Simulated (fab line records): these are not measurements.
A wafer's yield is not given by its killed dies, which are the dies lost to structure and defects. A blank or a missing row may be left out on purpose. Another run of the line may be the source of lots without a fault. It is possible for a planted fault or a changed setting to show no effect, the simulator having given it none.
A struck lot beside a sound one / flow sky130 / 18 out of 708 route steps
Sound: these wafers, L939.1, L939.3, L939.6. Struck: wafer L944.1 (left out: L944.2, L944.5 of the same lot, which were not struck); the cause appears at the end.
For every step that has rows: the tool of each side, followed by ch and its chambers, followed by its first start. Under that, the readings that differ: sound wafers / struck wafers / difference of the means / sigmas: that difference in standard deviations of wafers without a fault.
alike: a reading whose means differ by less than 2 such deviations, as well as words and numbers matching on both sides. not compared: withheld readings; readings where some wafer has no value; bounds like >300 that might hide an equal value; numbers whose values overlap and for which the record gives no deviation.
A row with sigmas, a row that says differs or no value, or rows on one side alone: a step with any of these is where the two part. Numbers that don't overlap but have no deviation are shown without sigmas and don't part them. A reading that every wafer of one side lacks parts them only if that side has two wafers or more.

first, 5 steps without rows for these wafers: SKY_VIA4_COAT_06 (resist thk 1140 nm); SKY_VIA4_SOFTBAKE_07 (time 60 s); SKY_VIA4_EXPOSE_08 (exposes mask VIM4, target cd 800 nm); SKY_VIA4_PEB_09; SKY_VIA4_DEVELOP_10 (develop time 60 s).
SKY_VIA4_OVL_MEAS_11:
  struck on overlay-01, day 46 01:47; sound on overlay-01, day 43 21:59
  alike: VIA4_OVL
SKY_VIA4_ETCH_12: etches SiO2 in C4F8/O2/Ar, stops on TiN, target depth 580 nm.
  sound on rie diel-03 ch 1,2,3, day 43 22:01; struck on rie diel-02 ch 1, day 46 01:49
  alike: oes product au, rf fwd power W
SKY_VIA4_STRIP_13: strips in O2/N2.
  sound on plasma asher-04 ch 0,1, day 43 22:06; struck on plasma asher-04 ch 0, day 46 01:54
reading=strip time to endpoint s (s); sound=12.79 12.82 12.77; struck=12.88; difference=+0.09; sigmas=+3
  alike: drypump motor current A, oes product au
  not compared: rf hours counter h
then, 3 steps without rows for these wafers: SKY_VIA4_STRIP_14 (strips in post etch residue remover, time 1200 s); SKY_VIA4_CLEAN_15 (cleans in IPA, time 180 s); SKY_VIA4_CLEAN_16 (cleans in O3/DIW).
SKY_VIA4_SPUTTER_17: material TiN, target thk 20 nm, time 80 s.
  struck on pvd sputter-01, day 46 02:50; sound on pvd sputter-01, day 43 22:45
  alike: throttle valve pct
SKY_VIA4_CVD_18: deposits W, target thk 505 nm, time 152.14 s.
  sound on cvd w-01 ch 1, day 43 22:49; struck on cvd w-02 ch 0, day 46 02:53
reading=model.W_of_VIA4_CVD_18.thk nm (nm); sound=503.5 495.9 503.9; struck=777.3; difference=+276.2; sigmas=
  alike: heater power w
SKY_VIA4_RS_MEAS_19: uses a four-point probe to measure.
  struck on film metro-03, day 46 03:02; sound on film metro-03, day 43 22:58
reading=VIA4_W_RS (ohm/sq); sound=0.227 0.231 0.227; struck=0.146; difference=-0.082; sigmas=-22
SKY_VIA4_THK_MEAS_20: measures by xrf.
  struck on film metro-03, day 46 03:10; sound on film metro-03, day 43 23:05
reading=VIA4_W_THK (nm); sound=494 488 496; struck=745; difference=+252; sigmas=+29
SKY_VIA4_CMP_21: polishes, stops on SiO2, t overpolish 25 s, target thk 0 nm.
  sound on cmp-01 ch 0,1,3, day 43 23:19; struck on cmp-01 ch 0, day 46 03:13
reading=time to endpoint s (s); sound=121 118 125; struck=187; difference=+66; sigmas=+14
  alike: edge zone pressure frac, motor current A, platen rpm
SKY_METAL5_SPUTTER_00: material Ti, target thk 15 nm, time 10 s.
  struck on pvd sputter-03, day 46 03:31; sound on pvd sputter-03, day 43 23:31
reading=throttle valve pct (%); sound=30.9 31.1 29.5; struck=28.0; difference=-2.5; sigmas=-2
after that, 1 step had no rows for these wafers: SKY_PAD_OPEN_PROBE_99.

## WHERE THEY PART
At SKY_VIA4_STRIP_13 first; at SKY_METAL5_SPUTTER_00 last (within this record only).

WHY: the cause the simulator had injected
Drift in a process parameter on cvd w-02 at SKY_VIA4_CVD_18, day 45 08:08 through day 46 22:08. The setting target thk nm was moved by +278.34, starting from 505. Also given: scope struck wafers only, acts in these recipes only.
